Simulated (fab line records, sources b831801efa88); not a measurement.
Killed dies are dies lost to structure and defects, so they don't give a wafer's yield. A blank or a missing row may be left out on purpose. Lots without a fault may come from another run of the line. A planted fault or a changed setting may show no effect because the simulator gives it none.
Which tool did it? | flow gf180mcu | 13 lots, 39 wafers sampled, at 4 steps of a route of 602

WHAT THE GAUGES READ, wafer by wafer
GF_STI_THK_MEAS_30. Usual: STI_OXIDATION_02_THK 10.02 nm, standard deviation 0.18.
lot  | measured    | on            | STI_OXIDATION_02_THK (nm) | flag
L944 | day 2 05:41 | film_metro-04 | 9.88 9.84 10.01           |
L946 | day 2 18:55 | film_metro-01 | 10.01 10.04 10.00         |
L948 | day 3 02:07 | film_metro-04 | 9.79 9.93 9.73            |
L949 | day 3 09:42 | film_metro-02 | 9.85 9.91 9.92            |
L952 | day 4 07:41 | film_metro-04 | 10.15 10.22 10.18         |
L953 | day 4 15:25 | film_metro-01 | 10.08 9.83 10.08          |
L954 | day 4 19:41 | film_metro-04 | 9.86 9.90 9.77            |
L955 | day 4 19:43 | film_metro-01 | 9.96 10.06 10.05          |
L956 | day 5 03:30 | film_metro-02 | 10.11 10.07 10.08         |
L959 | day 5 15:57 | film_metro-02 | 9.97 10.08 10.08          |
L962 | day 6 03:22 | film_metro-04 | 10.13 10.28 9.98          |
L965 | day 6 22:02 | film_metro-04 | 9.86 9.91 10.05           |
L967 | day 7 03:56 | film_metro-02 | 9.98 10.00 9.73           |

GF_VT_IMPLANT_TW_MEAS_21. Usual: VT_IMPLANT_2_TW 1210, standard deviation 8.5.
lot  | measured     | on            | VT_IMPLANT_2_TW | flag
L944 | day 6 02:41  | film_metro-01 | 1217 1212 1213  |
L946 | day 6 19:37  | film_metro-01 | 1210 1215 1212  |
L948 | day 7 02:45  | film_metro-04 | 1219 1218 1218  |
L949 | day 7 13:11  | film_metro-03 | 1227 1218 1225  |
L952 | day 8 14:21  | film_metro-03 | 1216 1213 1214  |
L953 | day 9 01:29  | film_metro-04 | 1208 1203 1199  |
L954 | day 9 08:41  | film_metro-03 | 1151 1148 1150  | OFF
L955 | day 9 07:58  | film_metro-04 | 1134 1137 1136  | OFF
L956 | day 9 19:13  | film_metro-01 | 1135 1122 1127  | OFF
L959 | day 10 11:39 | film_metro-03 | 1220 1208 1216  |
L962 | day 10 22:08 | film_metro-01 | 1206 1205 1199  |
L965 | day 11 23:56 | film_metro-01 | 1211 1210 1218  |
L967 | day 12 06:12 | film_metro-01 | 1204 1204 1202  |

WHICH TOOL RAN EACH LOT (tool, then ch and the chambers of the sampled wafers, then the start)
lot  | GF_MVSD_STRIP_10                    | GF_VT_IMPLANT_IMPLANT_19
L944 | plasma_asher-02 ch 0,1, day 4 10:35 | implanter-04 ch 0, day 6 02:28
L946 | plasma_asher-01 ch 0,1, day 5 00:11 | implanter-04 ch 0, day 6 19:22
L948 | plasma_asher-01 ch 0,1, day 5 06:40 | implanter-02 ch 0, day 7 02:32
L949 | plasma_asher-03 ch 0, day 5 15:46   | implanter-04 ch 0, day 7 12:56
L952 | plasma_asher-02 ch 0,1, day 6 14:28 | implanter-04 ch 0, day 8 14:08
L953 | plasma_asher-01 ch 0,1, day 7 01:23 | implanter-04 ch 0, day 9 01:14
L954 | plasma_asher-03 ch 0,1, day 7 06:47 | implanter-04 ch 0, day 9 08:28
L955 | plasma_asher-01 ch 0,1, day 7 06:24 | implanter-04 ch 0, day 9 07:46
L956 | plasma_asher-02 ch 0,1, day 7 15:29 | implanter-04 ch 0, day 9 18:58
L959 | plasma_asher-02 ch 0,1, day 8 06:19 | implanter-02 ch 0, day 10 11:26
L962 | plasma_asher-03 ch 0,1, day 8 18:20 | implanter-03 ch 0, day 10 21:53
L965 | plasma_asher-02 ch 0,1, day 9 16:41 | implanter-03 ch 0, day 11 23:42
L967 | plasma_asher-03 ch 0,1, day 9 21:55 | implanter-02 ch 0, day 12 05:59
- GF_MVSD_STRIP_10: strips in O2/N2.
- GF_VT_IMPLANT_IMPLANT_19

WHAT THE TOOLS THEMSELVES READ (means of the sampled wafers that have a number; where no wafer has one, the mark that the record gives instead)
GF_MVSD_STRIP_10. Usual: drypump_motor_current_A 5.9 A, standard deviation 0.49; heater_power_w 325 W, standard deviation 20; oes_product_au 0.723 a.u., standard deviation 0.0049; strip_time_to_endpoint_s 36.97 s, standard deviation 0.08.
lot  | tool            | drypump_motor_current_A (A) | heater_power_w (W) | oes_product_au (a.u.) | strip_time_to_endpoint_s (s) | flag
L944 | plasma_asher-02 | 6.2                         | 309                | 0.726                 | 36.93                        |
L946 | plasma_asher-01 | 5.6                         | 332                | 0.726                 | 36.99                        |
L948 | plasma_asher-01 | 5.6                         | 329                | 0.722                 | 36.83                        |
L949 | plasma_asher-03 | 5.8                         | 310                | 0.719                 | 36.93                        |
L952 | plasma_asher-02 | 6.2                         | 309                | 0.722                 | 37.03                        |
L953 | plasma_asher-01 | 5.4                         | 341                | 0.722                 | 37.03                        |
L954 | plasma_asher-03 | 6.5                         | 343                | 0.727                 | 36.92                        |
L955 | plasma_asher-01 | 5.4                         | 340                | 0.725                 | 36.89                        |
L956 | plasma_asher-02 | 6.0                         | 310                | 0.719                 | 36.96                        |
L959 | plasma_asher-02 | 6.0                         | 309                | 0.728                 | 37.04                        |
L962 | plasma_asher-03 | 6.1                         | 324                | 0.720                 | 36.95                        |
L965 | plasma_asher-02 | 6.2                         | 310                | 0.724                 | 36.98                        |
L967 | plasma_asher-03 | 6.1                         | 328                | 0.721                 | 36.99                        |

GF_VT_IMPLANT_IMPLANT_19. Usual: beam_energy_keV 100.00, standard deviation 0.029; faraday_current_uA 24.5, standard deviation 0.46.
lot  | tool         | beam_energy_keV | faraday_current_uA | flag
L944 | implanter-04 | 100.00          | 24.3               |
L946 | implanter-04 | 99.98           | 24.5               |
L948 | implanter-02 | 100.00          | 24.8               |
L949 | implanter-04 | 100.02          | 24.1               |
L952 | implanter-04 | 100.05          | 24.5               |
L953 | implanter-04 | 99.97           | 24.3               |
L954 | implanter-04 | 80.37           | 24.8               | OFF
L955 | implanter-04 | 80.39           | 24.6               | OFF
L956 | implanter-04 | 80.35           | 24.8               | OFF
L959 | implanter-02 | 100.04          | 24.7               |
L962 | implanter-03 | 99.99           | 24.4               |
L965 | implanter-03 | 100.03          | 24.9               |
L967 | implanter-02 | 100.02          | 24.3               |

THE ANSWER, worked out from the rows above alone
Rule: a lot is off if the mean of its wafers that have a number lies more than 3 standard deviations from the usual mean. A lot without any number at a reading at which 4 lots or more have one is off too. The other lots that the step has rows for count as sound. The gauges are gone through in route order, then the tools' own readings, and for those a lot's mean is taken as printed above. The first step at which some lot is off is used, and at that step the reading that is off furthest; a lot without a number counts as furthest.
Off: L954, L955, L956, at GF_VT_IMPLANT_TW_MEAS_21 (VT_IMPLANT_2_TW).
A tool fits if, at a process step before that reading, it ran every lot that is off, and no sound lot after the first of them. The gauges at GF_VT_IMPLANT_TW_MEAS_21 aren't tried: what is off there is off at GF_VT_IMPLANT_IMPLANT_19 too, on other tools, and a gauge's error can't cause that. One fits: implanter-04 at GF_VT_IMPLANT_IMPLANT_19. Its last sound lot is L953 (day 9 01:14), its first lot that is off L955 (day 9 07:46): a fault that began between those two fits.
The tool's own readings at GF_VT_IMPLANT_IMPLANT_19 bear it out: on the lots that are off they differ by more than 5 times the standard deviation of the sound lots' means. beam_energy_keV reads 80.37 there against 100.01 on the sound lots.

WHAT THE SIMULATOR HAD PUT IN
Process parameter drift: implanter-04, from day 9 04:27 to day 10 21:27, at GF_VT_IMPLANT_IMPLANT_19. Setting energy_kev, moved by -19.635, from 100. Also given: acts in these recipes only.
Lots struck among those shown: L954, L955, L956. The rule above found the same.
